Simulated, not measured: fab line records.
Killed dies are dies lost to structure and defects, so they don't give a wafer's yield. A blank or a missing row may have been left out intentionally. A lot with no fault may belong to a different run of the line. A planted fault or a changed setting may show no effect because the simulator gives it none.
fab line records	flow sky130
record: lots: 7	wafers: 21	last_day: 51
route steps=708 shown VT_ADJUST_LVTN@109 VT_ADJUST_NCORE@119 PAD_OPEN@708
lots with no fault: from the same line, run without faults
start_h: hours from the record's opening day to when the first of the lot's shown wafers began	wait_h: hours elapsed since this lot's preceding step	" identical to the entry in the row above	L1.1+2: one row covering several wafers at once	- no value, or no start given	* or withheld: withheld	< > ~ a bound
route shown NAME@n: a module of which the file shows steps, and the number in the route of the first	usual: mean/standard deviation of fault-free wafers	same: alike in all rows	chamber/n: place in a boat	sites: the reading at each site	_std_site: how widely they spread, as a standard deviation	_edge_site: inner sites' mean taken away from outer sites' mean	radius_mm: how far each site lies from the wafer's centre	mask NAME#n: copy n	behind: the tool/chamber that last shaped the wafer	hold: the reason the lot was held/the length of the hold in hours/how it ended	device: whichever transistor did not switch (one of n, p or np)	end of line: tests of these same wafers at the route's end	for a step that has no rows: nothing shown but its recipe	killed: count of dies lost to structure and defects at first sort (not the wafer's yield)	map: the dies of a wafer, with x for killed, . for not killed, _ for no die there
set.NAME: the setting the step ran with; set.NAME@STEP: the setting that earlier step ran with	model.NAME: the simulator's own value behind a step, which no gauge read
a table for each step, a row for each wafer; lots at some steps of the route
services: when a tool's chamber went out of use (start_h, in hours from the record's first day, below 0 if earlier), for how many hours, and the reason
== steps ==
step: SKY_VT_ADJUST_LVTN_HMDS_12
recipe: prime_time_s: 60	prime_temp_c: 120
step: SKY_VT_ADJUST_LVTN_COAT_13
recipe: resist: NOVOLAK	spin_rpm: 3000	resist_thk_nm: 1140
step: SKY_VT_ADJUST_LVTN_SOFTBAKE_14
recipe: temp_c: 90	time_s: 60	resist: NOVOLAK
step: SKY_VT_ADJUST_LVTN_EXPOSE_15
recipe: mask_id: HVN_STD_DERIVED	na: 0.6	source_shape: conventional	sigma_outer: 0.6	polarization: unpolarized	target_cd_nm: 600	dose_mj: 163
step: SKY_VT_ADJUST_LVTN_PEB_16
recipe: temp_c: withheld	time_s: *	resist: NOVOLAK
step: SKY_VT_ADJUST_LVTN_DEVELOP_17
recipe: resist: NOVOLAK	developer: TMAH	develop_time_s: 60	dev_temp_c: 23
step: SKY_VT_ADJUST_LVTN_OVL_MEAS_18
usual: VT_ADJUST_LVTN_01_OVL: 0.0/1.4
lot.wafer	tool	chamber	start_h	wait_h	VT_ADJUST_LVTN_01_OVL[nm]
L551.3	overlay-02	-	217.77	0.1	-0.2
L551.4	"	-	"	"	0.2
L551.5	"	-	"	"	1.6
L554.1	overlay-02	-	232.20	0.1	2.0
L554.3	"	-	"	"	-0.4
L554.5	"	-	"	"	3.8
L558.1	overlay-01	-	269.55	0.1	0.5
L558.2	"	-	"	"	-1.3
L558.5	"	-	"	"	1.5
L559.1	overlay-01	-	271.70	0.1	-0.2
L559.2	"	-	"	"	0.6
L559.5	"	-	"	"	-1.1
L562.1	overlay-01	-	285.40	0.1	-1.1
L562.4	"	-	"	"	0.4
L562.5	"	-	"	"	1.9
L564.1	overlay-01	-	300.65	0.1	1.9
L564.5	"	-	"	"	1.1
L564.6	"	-	"	"	0.5
L568.4	overlay-01	-	329.17	0.1	-2.2
L568.5	"	-	"	"	-2.3
L568.6	"	-	"	"	-1.4
step: SKY_VT_ADJUST_LVTN_IMPLANT_19
recipe: species: B	energy_kev: 30	dose_cm2: 6.5e+11	tilt_deg: withheld
step: SKY_VT_ADJUST_LVTN_STRIP_20
recipe: chemistry: O2/N2	power_w: 1400	pressure_mtorr: 1500	platen_temp_c: withheld	o2_flow_sccm: 3000	n2_flow_sccm: 300	overash_fraction: 0.5
usual: drypump_motor_current_A: 5.8/0.64	oes_product_au: 0.716/0.0044	strip_time_to_endpoint_s: 14.19/0.04
lot.wafer	tool	chamber	start_h	wait_h	drypump_motor_current_A	oes_product_au	rf_hours_counter_h	strip_time_to_endpoint_s
L551.3	plasma_asher-02	0	217.98	0.1	4.8	0.711	-	14.11
L551.4	"	1	"	"	6.7	0.720	-	14.11
L551.5	"	0	"	"	4.8	0.712	-	14.15
L554.1	plasma_asher-02	0	232.39	0.1	4.8	0.720	12	14.17
L554.3	"	1	"	"	6.7	0.721	-	14.11
L554.5	"	0	"	"	4.8	0.719	-	14.15
L558.1	plasma_asher-01	1	269.74	0.1	6.6	0.715	58	14.25
L558.2	"	0	"	"	5.8	0.715	58	14.26
L558.5	"	0	"	"	5.8	0.716	-	14.25
L559.1	plasma_asher-01	1	271.89	0.1	6.6	0.722	58	14.18
L559.2	"	0	"	"	5.8	0.719	58	14.18
L559.5	"	1	"	"	6.6	0.709	-	14.15
L562.1	plasma_asher-04	0	285.59	0.1	5.8	0.725	57	14.19
L562.4	"	0	"	"	5.8	0.709	-	14.22
L562.5	"	0	"	"	5.8	0.715	-	14.20
L564.1	plasma_asher-01	0	300.84	0.1	5.8	0.716	61	14.23
L564.5	"	1	"	"	6.6	0.712	-	14.23
L564.6	"	0	"	"	5.8	0.718	-	14.23
L568.4	plasma_asher-04	1	329.37	0.1	5.4	0.716	-	14.21
L568.5	"	0	"	"	5.8	0.709	-	14.24
L568.6	"	1	"	"	5.4	0.728	-	14.22
step: SKY_VT_ADJUST_LVTN_TW_MEAS_21
usual: VT_ADJUST_LVTN_2_TW: 188.5/1.4
lot.wafer	tool	chamber	start_h	wait_h	VT_ADJUST_LVTN_2_TW
L551.3	film_metro-02	-	218.06	0.1	188.3
L551.4	"	-	"	"	188.1
L551.5	"	-	"	"	187.6
L554.1	film_metro-04	-	232.49	0.1	188.8
L554.3	"	-	"	"	188.1
L554.5	"	-	"	"	188.4
L558.1	film_metro-04	-	269.84	0.1	189.8
L558.2	"	-	"	"	188.9
L558.5	"	-	"	"	188.6
L559.1	film_metro-02	-	271.99	0.1	189.4
L559.2	"	-	"	"	188.3
L559.5	"	-	"	"	188.5
L562.1	film_metro-04	-	285.69	0.1	188.5
L562.4	"	-	"	"	188.2
L562.5	"	-	"	"	189.3
L564.1	film_metro-01	-	300.94	0.1	187.4
L564.5	"	-	"	"	187.2
L564.6	"	-	"	"	186.6
L568.4	film_metro-04	-	329.47	0.1	188.9
L568.5	"	-	"	"	189.5
L568.6	"	-	"	"	188.5
step: SKY_VT_ADJUST_NCORE_DEHYDRATE_00
recipe: temp_c: 200	time_s: 60
step: SKY_VT_ADJUST_NCORE_HMDS_01
recipe: prime_time_s: 60	prime_temp_c: 120
step: SKY_VT_ADJUST_NCORE_COAT_02
recipe: resist: NOVOLAK	spin_rpm: 3000	resist_thk_nm: 1140
usual: spin_speed_rpm: 2999.8/2.4
lot.wafer	tool	chamber	start_h	wait_h	spin_speed_rpm	model.NOVOLAK_of_VT_ADJUST_NCORE_COAT_02.thk_nm
L551.3	litho_track-03	0	228.84	0.1	2994.3	1145
L551.4	"	0	"	"	2998.3	1142
L551.5	"	0	"	"	2999.4	1143
L554.1	litho_track-04	0	244.25	0.1	2997.3	1142
L554.3	"	0	"	"	2999.0	1142
L554.5	"	0	"	"	2999.5	1141
L558.1	litho_track-04	0	281.35	0.1	3001.3	1185
L558.2	"	0	"	"	3000.5	1184
L558.5	"	0	"	"	3002.1	1182
L559.1	litho_track-04	0	284.50	0.1	3000.5	1176
L559.2	"	0	"	"	3000.8	1176
L559.5	"	0	"	"	3003.4	1174
L562.1	litho_track-04	0	298.05	0.1	2998.6	1181
L562.4	"	0	"	"	2997.2	1183
L562.5	"	0	"	"	2999.9	1182
L564.1	litho_track-01	0	313.66	0.1	2998.6	1140
L564.5	"	0	"	"	2997.6	1144
L564.6	"	0	"	"	2998.3	1143
L568.4	litho_track-01	0	343.73	0.1	3003.5	1144
L568.5	"	0	"	"	3001.3	1143
L568.6	"	0	"	"	3001.7	1141
step: SKY_VT_ADJUST_NCORE_SOFTBAKE_03
recipe: temp_c: 90	time_s: 60	resist: NOVOLAK
step: SKY_VT_ADJUST_NCORE_EXPOSE_04
recipe: mask_id: LVTN_COMPLEMENT_THIN	na: 0.6	source_shape: conventional	sigma_outer: 0.6	polarization: unpolarized	target_cd_nm: 380	dose_mj: 139
step: SKY_VT_ADJUST_NCORE_PEB_05
recipe: temp_c: withheld	time_s: *	resist: NOVOLAK
step: SKY_VT_ADJUST_NCORE_DEVELOP_06
recipe: resist: NOVOLAK	developer: TMAH	develop_time_s: 60	dev_temp_c: 23
same: develop_time_s: 60
lot.wafer	tool	chamber	start_h	wait_h	model.NOVOLAK_of_VT_ADJUST_NCORE_COAT_02.thk_nm
L551.3	litho_track-03	0	241.29	0.1	1145
L551.4	"	0	"	"	1141
L551.5	"	0	"	"	1142
L554.1+3+5	litho_track-01	0	256.71	0.1	1141
L558.1	litho_track-03	0	294.83	0.1	1185
L558.2	"	0	"	"	1183
L558.5	"	0	"	"	1182
L559.1+2	litho_track-04	0	297.60	0.1	1176
L559.5	"	0	"	"	1174
L562.1+5	litho_track-03	0	310.98	0.1	1181
L562.4	"	0	"	"	1183
L564.1	litho_track-01	0	327.21	0.1	1140
L564.5	"	0	"	"	1143
L564.6	"	0	"	"	1142
L568.4	litho_track-03	0	358.06	0.1	1144
L568.5	"	0	"	"	1142
L568.6	"	0	"	"	1141
step: SKY_VT_ADJUST_NCORE_CD_MEAS_07
recipe: target_cd_nm: 380
usual: cd_nm: 379/3
lot.wafer	tool	chamber	start_h	wait_h	cd_nm
L551.3	cd_sem-01	-	241.43	0.1	378
L551.4	"	-	"	"	380
L551.5	"	-	"	"	380
L554.1	cd_sem-02	-	256.86	0.1	380
L554.3	"	-	"	"	380
L554.5	"	-	"	"	379
L558.1	cd_sem-01	-	294.98	0.1	371
L558.2	"	-	"	"	375
L558.5	"	-	"	"	375
L559.1	cd_sem-01	-	297.75	0.1	374
L559.2	"	-	"	"	373
L559.5	"	-	"	"	376
L562.1	cd_sem-02	-	311.13	0.1	374
L562.4	"	-	"	"	375
L562.5	"	-	"	"	375
L564.1	cd_sem-02	-	327.36	0.1	375
L564.5	"	-	"	"	374
L564.6	"	-	"	"	375
L568.4	cd_sem-02	-	358.19	0.1	375
L568.5	"	-	"	"	374
L568.6	"	-	"	"	377
step: SKY_VT_ADJUST_NCORE_OVL_MEAS_08
usual: VT_ADJUST_NCORE_OVL: 1.1/1.6
lot.wafer	tool	chamber	start_h	wait_h	VT_ADJUST_NCORE_OVL[nm]
L551.3	overlay-02	-	241.52	0.1	1.4
L551.4	"	-	"	"	1.8
L551.5	"	-	"	"	0.5
L554.1	overlay-01	-	256.98	0.1	0.1
L554.3	"	-	"	"	2.1
L554.5	"	-	"	"	-0.2
L558.1	overlay-01	-	295.10	0.1	-1.8
L558.2	"	-	"	"	-0.9
L558.5	"	-	"	"	-1.8
L559.1	overlay-02	-	297.87	0.1	2.9
L559.2	"	-	"	"	2.8
L559.5	"	-	"	"	1.0
L562.1	overlay-01	-	311.25	0.1	1.5
L562.4	"	-	"	"	0.7
L562.5	"	-	"	"	-0.2
L564.1	overlay-01	-	327.48	0.1	2.1
L564.5	"	-	"	"	1.4
L564.6	"	-	"	"	4.4
L568.4	overlay-02	-	358.27	0.1	2.0
L568.5	"	-	"	"	4.0
L568.6	"	-	"	"	3.9
step: SKY_VT_ADJUST_NCORE_IMPLANT_09
recipe: species: B	energy_kev: 10	dose_cm2: 2.4e+12	tilt_deg: withheld
step: SKY_VT_ADJUST_NCORE_STRIP_10
recipe: chemistry: O2/N2	power_w: 1400	pressure_mtorr: 1500	platen_temp_c: withheld	o2_flow_sccm: 2883	n2_flow_sccm: 300	overash_fraction: 0.5
usual: drypump_motor_current_A: 5.9/0.7	oes_product_au: 0.714/0.0045	strip_time_to_endpoint_s: 14.24/0.036
lot.wafer	tool	chamber	start_h	wait_h	drypump_motor_current_A	oes_product_au	rf_hours_counter_h	strip_time_to_endpoint_s
L551.3	plasma_asher-02	0	241.72	0.1	4.8	0.715	-	14.25
L551.4	"	1	"	"	6.6	0.718	-	14.23
L551.5	"	0	"	"	4.8	0.712	-	14.23
L554.1	plasma_asher-02	0	257.16	0.1	4.8	0.716	14	14.24
L554.3	"	1	"	"	6.6	0.712	-	14.23
L554.5	"	1	"	"	6.6	0.712	-	14.22
L558.1	plasma_asher-02	1	295.29	0.1	6.6	0.715	16	14.70
L558.2	"	0	"	"	4.8	0.712	16	14.67
L558.5	"	1	"	"	6.6	0.718	-	14.69
L559.1	plasma_asher-02	0	298.06	0.1	4.8	0.711	16	14.61
L559.2	"	1	"	"	6.7	0.714	16	14.60
L559.5	"	1	"	"	6.7	0.708	-	14.57
L562.1	plasma_asher-01	1	311.44	0.1	6.6	0.713	62	14.66
L562.4	"	1	"	"	6.6	0.713	-	14.68
L562.5	"	1	"	"	6.6	0.719	-	14.67
L564.1	plasma_asher-03	1	327.66	0.1	5.1	0.714	50	14.23
L564.5	"	1	"	"	5.1	0.721	-	14.26
L564.6	"	0	"	"	5.8	0.720	-	14.24
L568.4	plasma_asher-03	0	358.47	0.1	5.7	0.713	-	14.26
L568.5	"	1	"	"	5.1	0.713	-	14.25
L568.6	"	0	"	"	5.8	0.716	-	14.21
step: SKY_VT_ADJUST_NCORE_TW_MEAS_11
usual: VT_ADJUST_NCORE_TW: 219.5/2
lot.wafer	tool	chamber	start_h	wait_h	VT_ADJUST_NCORE_TW
L551.3	film_metro-02	-	241.81	0.1	222.0
L551.4	"	-	"	"	222.3
L551.5	"	-	"	"	221.8
L554.1	film_metro-01	-	257.26	0.1	217.0
L554.3	"	-	"	"	217.0
L554.5	"	-	"	"	217.6
L558.1	film_metro-01	-	295.39	0.1	217.7
L558.2	"	-	"	"	217.1
L558.5	"	-	"	"	216.2
L559.1	film_metro-02	-	298.16	0.1	218.8
L559.2	"	-	"	"	220.2
L559.5	"	-	"	"	220.2
L562.1	film_metro-02	-	311.54	0.1	218.7
L562.4	"	-	"	"	219.2
L562.5	"	-	"	"	219.8
L564.1	film_metro-02	-	327.76	0.1	220.1
L564.5	"	-	"	"	219.1
L564.6	"	-	"	"	218.5
L568.4	film_metro-03	-	358.57	0.1	219.4
L568.5	"	-	"	"	220.2
L568.6	"	-	"	"	219.4
step: SKY_PAD_OPEN_PROBE_99
usual: killed_at_M0_to_M3: 43/6.4	killed_at_M4_up: 3.3/1.9	killed_at_contacts: 24/5.7	killed_at_front_end: 15/4.7	killed_at_other: 0.3/0.48	killed_dies: 86/9.2	killed_open: 47/7	killed_short: 39/6.5
same: gross_dies: 492	killed_at_back_side: 0
lot.wafer	tool	chamber	start_h	wait_h	killed_at_M0_to_M3	killed_at_M4_up	killed_at_contacts	killed_at_front_end	killed_at_other	killed_dies	killed_open	killed_short
L554.1	prober-01	-	1173.87	0.1	40	4	28	16	0	88	52	36
L554.3	prober-01	-	1173.97	0.2	38	4	20	19	0	81	45	36
L554.5	prober-01	-	1174.07	0.2	39	5	32	10	0	86	42	44
L562.1	prober-01	-	1205.06	0.1	38	3	22	18	0	81	40	41
L562.4	prober-01	-	1205.21	0.2	43	1	28	11	0	83	50	32
L562.5	prober-01	-	1205.26	0.2	36	4	16	15	1	72	37	33
L568.4	prober-01	-	1228.92	0.2	58	3	22	13	1	97	49	47
L568.5	prober-01	-	1228.97	0.2	48	4	16	13	0	81	37	44
L568.6	prober-01	-	1229.02	0.2	55	1	23	21	0	100	58	41
killed by level:class
L554.1 VIA1:geometric_particle:open=13 LI_CONTACT:geometric_particle:open=10 CONTACT:geometric_particle:open=8 METAL1:geometric_particle:short=7 FIELD_ISO:geometric_particle:open=6 CONTACT:geometric_particle:short=5 VIA3:geometric_particle:open=5 VIA1:geometric_particle:short=5
L554.3 CONTACT:geometric_particle:open=9 VIA1:geometric_particle:open=9 METAL1:geometric_particle:short=8 POLY_GATE:geometric_particle:open=6 FIELD_ISO:geometric_particle:short=5 METAL2:geometric_particle:short=5 POLY_GATE:geometric_particle:short=4 CONTACT:geometric_particle:short=4
L554.5 CONTACT:geometric_particle:open=13 VIA1:geometric_particle:open=9 CONTACT:geometric_particle:short=6 LI_CONTACT:geometric_particle:short=5 LI_CONTACT:geometric_particle:open=5 METAL1:geometric_particle:short=5 VIA1:geometric_particle:short=4 METAL2:geometric_particle:short=4
L562.1 CONTACT:geometric_particle:open=7 VIA3:geometric_particle:open=7 POLY_GATE:geometric_particle:open=6 METAL2:geometric_particle:short=6 POLY_GATE:geometric_particle:short=5 LI_CONTACT:geometric_particle:open=5 FIELD_ISO:geometric_particle:open=4 METAL1:geometric_particle:short=4
L562.4 VIA1:geometric_particle:open=11 CONTACT:geometric_particle:open=10 LI_CONTACT:geometric_particle:open=7 VIA3:geometric_particle:open=7 LI_CONTACT:geometric_particle:short=6 METAL2:geometric_particle:short=5 VIA2:geometric_particle:open=5 VIA1:geometric_particle:short=4
L562.5 VIA1:geometric_particle:open=8 CONTACT:geometric_particle:open=7 METAL2:geometric_particle:short=6 VIA2:geometric_particle:open=6 VIA3:geometric_particle:open=5 FIELD_ISO:geometric_particle:short=4 CONTACT:geometric_particle:short=4 METAL1:geometric_particle:short=4
L568.4 VIA1:geometric_particle:open=11 LI_CONTACT:geometric_particle:open=9 VIA3:geometric_particle:open=8 VIA1:geometric_particle:short=6 VIA2:geometric_particle:short=6 METAL2:geometric_particle:short=6 VIA2:geometric_particle:open=6 VIA3:geometric_particle:short=5
L568.5 METAL2:geometric_particle:short=8 VIA1:geometric_particle:open=7 VIA3:geometric_particle:short=7 CONTACT:geometric_particle:open=6 METAL3:geometric_particle:short=6 VIA2:geometric_particle:open=5 VIA3:geometric_particle:open=5 FIELD_ISO:geometric_particle:short=4
L568.6 VIA1:geometric_particle:open=16 VIA1:geometric_particle:short=10 VIA2:geometric_particle:open=9 CONTACT:geometric_particle:short=8 POLY_GATE:geometric_particle:open=7 LI_CONTACT:geometric_particle:open=7 CONTACT:geometric_particle:open=6 METAL2:geometric_particle:short=5
== services ==
tool	chamber	start_h	hours	kind
litho_track-03	-	206.33	-	consumable_replace:filter
plasma_asher-02	-	266.19	15.6	pm
plasma_asher-01	-	272.22	4.3	repair
plasma_asher-01	-	316.64	2.8	pm
plasma_asher-04	-	330.89	15.8	repair
== key ==
first_sign: step: SKY_VT_ADJUST_NCORE_CD_MEAS_07	reading: cd_nm	direction: down	sigmas: 1.7	usual: 379	struck: 374	through: control_loop
effect: step: SKY_VT_ADJUST_NCORE_STRIP_10	reading: strip_time_to_endpoint_s	direction: up	sigmas: 11	usual: *	struck: *	through: *
model_effect: step: SKY_VT_ADJUST_NCORE_COAT_02	value: NOVOLAK_of_VT_ADJUST_NCORE_COAT_02.thk_nm	without: 1144	struck: 1180
model_effect: step: SKY_VT_ADJUST_NCORE_DEVELOP_06	value: NOVOLAK_of_VT_ADJUST_NCORE_COAT_02.thk_nm	without: 1144	struck: 1180
met_at SKY_VT_ADJUST_NCORE_COAT_02
struck_wafers L558.1,L558.2,L558.5,L559.1,L559.2,L559.5,L562.1,L562.4,L562.5
tester_left_out L558,L559,L562
loop_trim: step: SKY_VT_ADJUST_NCORE_EXPOSE_04	setting: dose	lots: L562
onset_between 244.25 281.35
fault: kind: process_parameter_drift	tool: litho_track-04	chamber: -	onset_h: 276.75	steps: SKY_VT_ADJUST_NCORE_COAT_02	channel: resist_thk_nm	offset: 35.881	shape: step	end_h: 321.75	acts_in: these_recipes_only	stated: 1140
tester_left_out: of these lots the tester's yield and bins aren't shown, on N5 and GAA mostly nor the transistor test; their killed dies are dies lost to structure and defects alone, not to doping, threshold or leakage, so they don't give the yield
loop_trim: a control loop set the setting to another value than it would have without faults
